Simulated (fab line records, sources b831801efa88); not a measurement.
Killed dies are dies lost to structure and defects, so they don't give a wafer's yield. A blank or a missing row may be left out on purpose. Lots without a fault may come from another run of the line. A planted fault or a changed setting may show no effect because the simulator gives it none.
Chamber matching | flow gf180mcu | GF_V4_CMP_04 on cmp-01: 4 sister chambers
The step polishes SiO2. 8 wafers are shown with their chamber, then 12 later ones without.

WAFERS WITH THEIR CHAMBER
wafer  | chamber | motor_current_A (A) | time_to_endpoint_s (s)
L085.6 | 0       | 10.9                | 74
L085.5 | 1       | 14.1                | 75
L087.6 | 0       | 10.7                | 78
L089.2 | 2       | 13.5                | 81
L089.4 | 1       | 14.1                | 82
L090.1 | 2       | 13.3                | 75
L090.4 | 3       | 12.0                | 86
L090.5 | 3       | 11.7                | 83

WAFERS WITHOUT THEIR CHAMBER
wafer  | motor_current_A (A) | time_to_endpoint_s (s)
L093.2 | 10.2                | 73
L093.3 | 12.2                | 74
L093.4 | 12.7                | 80
L096.2 | 13.4                | 78
L096.4 | 10.8                | 87
L096.5 | 14.0                | 79
L097.1 | 10.7                | 80
L097.2 | 13.0                | 81
L097.6 | 10.6                | 81
L097.3 | 14.1                | 75
L097.4 | 12.5                | 92
L097.5 | 13.4                | 82

WHICH CHAMBER EACH WENT THROUGH
wafer  | from the rows above     | in truth
L093.2 | 0                       | 0
L093.3 | 3                       | 3
L093.4 | can't be placed: 2 or 3 | 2
L096.2 | 2                       | 2
L096.4 | 0                       | 0
L096.5 | 1                       | 1
L097.1 | 0                       | 0
L097.2 | 2                       | 2
L097.6 | 0                       | 0
L097.3 | 1                       | 1
L097.4 | 3                       | 3
L097.5 | 2                       | 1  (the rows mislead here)
Placed correctly: 10 of 12. Can't be placed from these rows: 1 (the true chamber is among the candidates in 1). Placed wrongly: 1.
How it was worked out, from the rows above alone: a wafer's distance from a chamber is the root of the sum, over the readings, of the square of ((its reading less the chamber's mean) divided by the reading's scatter). The wafer belongs to the nearest chamber; if the next one is less than 2 further off, it can't be placed. A chamber's mean is the mean of its shown wafers. The scatter: the root of (the sum of the squares of (reading less its chamber's mean) over the shown wafers, divided by (wafers less chambers)).
